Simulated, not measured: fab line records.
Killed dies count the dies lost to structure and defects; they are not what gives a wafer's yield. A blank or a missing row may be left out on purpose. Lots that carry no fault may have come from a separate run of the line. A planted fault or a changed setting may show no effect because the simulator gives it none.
Which of the tools did it? | flow sky130 | 10 lots with 30 wafers sampled at 6 steps, on a route of 708 steps

WHAT EACH GAUGE READ, for each wafer
SKY_VT_ADJUST_HVTP_CD_MEAS_07: the cd target is 380 nm. Usual: cd nm at 380.2 nm, with a standard deviation of 2.5.
lot  | measured     | on        | cd nm (nm)        | flag
L705 | day 6 00:02  | cd sem-02 | 380.2 378.0 381.4 |
L710 | day 7 08:20  | cd sem-02 | 383.0 382.8 379.9 |
L711 | day 7 13:54  | cd sem-02 | 380.0 379.4 382.8 |
L712 | day 7 18:20  | cd sem-02 | 382.1 381.0 382.2 |
L713 | day 7 23:21  | cd sem-02 | 375.8 378.6 374.9 |
L715 | day 8 15:07  | cd sem-02 | 382.7 384.0 386.1 |
L716 | day 8 16:25  | cd sem-01 | 384.0 384.3 383.3 |
L719 | day 9 12:28  | cd sem-01 | 381.9 381.5 379.5 |
L725 | day 11 03:49 | cd sem-02 | 378.9 379.3 377.8 |
L728 | day 11 17:35 | cd sem-01 | 381.2 377.7 381.6 |

SKY_VT_ADJUST_NCORE_OVL_MEAS_08. Usual: VT_ADJUST_NCORE_OVL -0.2 nm, standard deviation 1.4.
lot  | measured     | on         | VT_ADJUST_NCORE_OVL (nm) | flag
L705 | day 8 10:10  | overlay-02 | 2.3 0.0 0.4              |
L710 | day 9 19:35  | overlay-02 | -0.3 -1.8 -1.3           |
L711 | day 10 01:03 | overlay-01 | 2.0 0.4 2.2              |
L712 | day 10 06:56 | overlay-02 | 0.8 -1.3 0.5             |
L713 | day 10 11:26 | overlay-02 | 0.2 -0.4 -1.4            |
L715 | day 11 07:11 | overlay-02 | -0.5 -0.6 -2.0           |
L716 | day 11 07:50 | overlay-02 | -1.3 -2.3 -2.4           |
L719 | day 12 06:32 | overlay-01 | 0.9 2.1 0.2              |
L725 | day 14 02:53 | overlay-02 | 0.0 0.5 -0.1             |
L728 | day 14 17:50 | overlay-02 | -1.3 -0.4 0.0            |

SKY_CAPM_RS_MEAS_03: the measuring method here is four-point-probe. Usual: CAPM_TIN_RS 6.94 ohm/sq, standard deviation 0.061.
lot  | measured     | on            | CAPM_TIN_RS (ohm/sq) | flag
L705 | day 35 23:38 | film metro-02 | 6.93 6.94 7.00       |
L710 | day 37 11:50 | film metro-01 | 6.99 6.97 6.99       |
L711 | day 37 16:04 | film metro-01 | 7.02 6.97 6.88       |
L712 | day 38 04:11 | film metro-04 | 6.87 6.87 6.81       |
L713 | day 38 05:55 | film metro-01 | 6.92 6.96 7.06       |
L715 | day 39 02:11 | film metro-02 | 6.90 7.00 6.93       |
L716 | day 39 06:44 | film metro-01 | 6.94 6.94 6.97       |
L719 | day 40 00:25 | film metro-04 | 8.43 7.02 8.69       | OFF
L725 | day 42 05:03 | film metro-01 | 6.89 6.93 6.99       |
L728 | day 42 20:39 | film metro-02 | 6.90 6.97 6.94       |

SKY_CAPM_THK_MEAS_04: measures by xrf. Usual: CAPM_TIN_THK 201.2 nm, standard deviation 1.8.
lot  | measured     | on            | CAPM_TIN_THK (nm) | flag
L705 | day 35 23:44 | film metro-02 | 201.5 199.9 198.1 |
L710 | day 37 11:57 | film metro-01 | 200.5 201.2 199.5 |
L711 | day 37 16:11 | film metro-01 | 199.6 201.0 202.3 |
L712 | day 38 04:18 | film metro-04 | 204.0 203.0 206.0 |
L713 | day 38 06:01 | film metro-01 | 202.1 200.0 198.8 |
L715 | day 39 02:17 | film metro-02 | 201.7 197.3 201.1 |
L716 | day 39 06:52 | film metro-01 | 202.4 202.0 201.2 |
L719 | day 40 00:32 | film metro-04 | 166.2 199.0 161.6 | OFF
L725 | day 42 05:10 | film metro-01 | 203.0 201.5 201.0 |
L728 | day 42 20:46 | film metro-02 | 202.1 199.6 201.2 |

EACH LOT AND THE TOOL THAT RAN IT (in order: tool; ch and the chambers of the sampled wafers; start)
lot  | SKY_VT_ADJUST_NCORE_STRIP_10         | SKY_CAPM_SPUTTER_02
L705 | plasma asher-04 ch 0,1, day 8 10:22  | pvd sputter-02, day 35 23:29
L710 | plasma asher-04 ch 0,1, day 9 19:47  | pvd sputter-01, day 37 11:43
L711 | plasma asher-01 ch 0,1, day 10 01:14 | pvd sputter-03, day 37 15:57
L712 | plasma asher-01 ch 0,1, day 10 07:07 | pvd sputter-02, day 38 04:04
L713 | plasma asher-01 ch 0,1, day 10 11:37 | pvd sputter-02, day 38 05:47
L715 | plasma asher-04 ch 0,1, day 11 07:22 | pvd sputter-03, day 39 02:03
L716 | plasma asher-01 ch 0,1, day 11 08:01 | pvd sputter-01, day 39 06:38
L719 | plasma asher-04 ch 0,1, day 12 06:44 | pvd sputter-02, day 40 00:18
L725 | plasma asher-02 ch 0,1, day 14 03:04 | pvd sputter-01, day 42 04:55
L728 | plasma asher-04 ch 0,1, day 14 18:01 | pvd sputter-03, day 42 20:31
- SKY_VT_ADJUST_NCORE_STRIP_10: strips in O2/N2.
- SKY_CAPM_SPUTTER_02: material TiN, target thk 200 nm, time 166.7 s.

WHAT THE TOOLS THEMSELVES READ (means of the sampled wafers that have a number; where no wafer has one, the mark that the record gives instead)
SKY_VT_ADJUST_NCORE_STRIP_10. Usual: drypump motor current A 5.7 A, standard deviation 0.53; oes product au 0.715 a.u., standard deviation 0.0045; strip time to endpoint s 14.17 s, standard deviation 0.046.
lot  | tool            | drypump motor current A (A) | oes product au (a.u.) | strip time to endpoint s (s) | flag
L705 | plasma asher-04 | 5.5                         | 0.714                 | 14.19                        |
L710 | plasma asher-04 | 5.8                         | 0.711                 | 14.20                        |
L711 | plasma asher-01 | 5.5                         | 0.713                 | 14.18                        |
L712 | plasma asher-01 | 5.9                         | 0.717                 | 14.19                        |
L713 | plasma asher-01 | 5.5                         | 0.715                 | 14.21                        |
L715 | plasma asher-04 | 5.8                         | 0.718                 | 14.14                        |
L716 | plasma asher-01 | 5.9                         | 0.713                 | 14.21                        |
L719 | plasma asher-04 | 5.8                         | 0.715                 | 14.14                        |
L725 | plasma asher-02 | 5.7                         | 0.715                 | 14.20                        |
L728 | plasma asher-04 | 5.8                         | 0.711                 | 14.22                        |

SKY_CAPM_SPUTTER_02. Usual: throttle valve pct at 29.5 %, with a standard deviation of 1.4.
lot  | tool           | throttle valve pct (%) | flag
L705 | pvd sputter-02 | 27.8                   |
L710 | pvd sputter-01 | 28.8                   |
L711 | pvd sputter-03 | 30.2                   |
L712 | pvd sputter-02 | 28.7                   |
L713 | pvd sputter-02 | 28.5                   |
L715 | pvd sputter-03 | 29.5                   |
L716 | pvd sputter-01 | 29.8                   |
L719 | pvd sputter-02 | 30.5                   |
L725 | pvd sputter-01 | 28.7                   |
L728 | pvd sputter-03 | 29.3                   |

THE ANSWER, worked out from the rows above alone
Rule: lot off if the mean of its wafers having a number is beyond 3 standard deviations from the usual mean. Also off: a lot with no number at a reading for which 4 or more lots have one. Any other lot the step has rows for is counted as sound. Order of review: gauges by route order, followed by the tools' own readings, for which a lot's mean as printed above is used. The first step at which some lot is off is used, and at that step the reading that is off furthest; a lot without a number counts as furthest.
Off: at SKY_CAPM_RS_MEAS_03 (CAPM_TIN_RS), L719.
A tool fits if, at a process step before that reading, it ran every lot that is off, and no sound lot after the first of them. The gauges at SKY_CAPM_RS_MEAS_03 are tried like those tools. This does not decide it: 2 tools fit, namely pvd sputter-02 at SKY_CAPM_SPUTTER_02 and film metro-04 at SKY_CAPM_RS_MEAS_03.

WHAT HAD BEEN PUT IN BY THE SIMULATOR
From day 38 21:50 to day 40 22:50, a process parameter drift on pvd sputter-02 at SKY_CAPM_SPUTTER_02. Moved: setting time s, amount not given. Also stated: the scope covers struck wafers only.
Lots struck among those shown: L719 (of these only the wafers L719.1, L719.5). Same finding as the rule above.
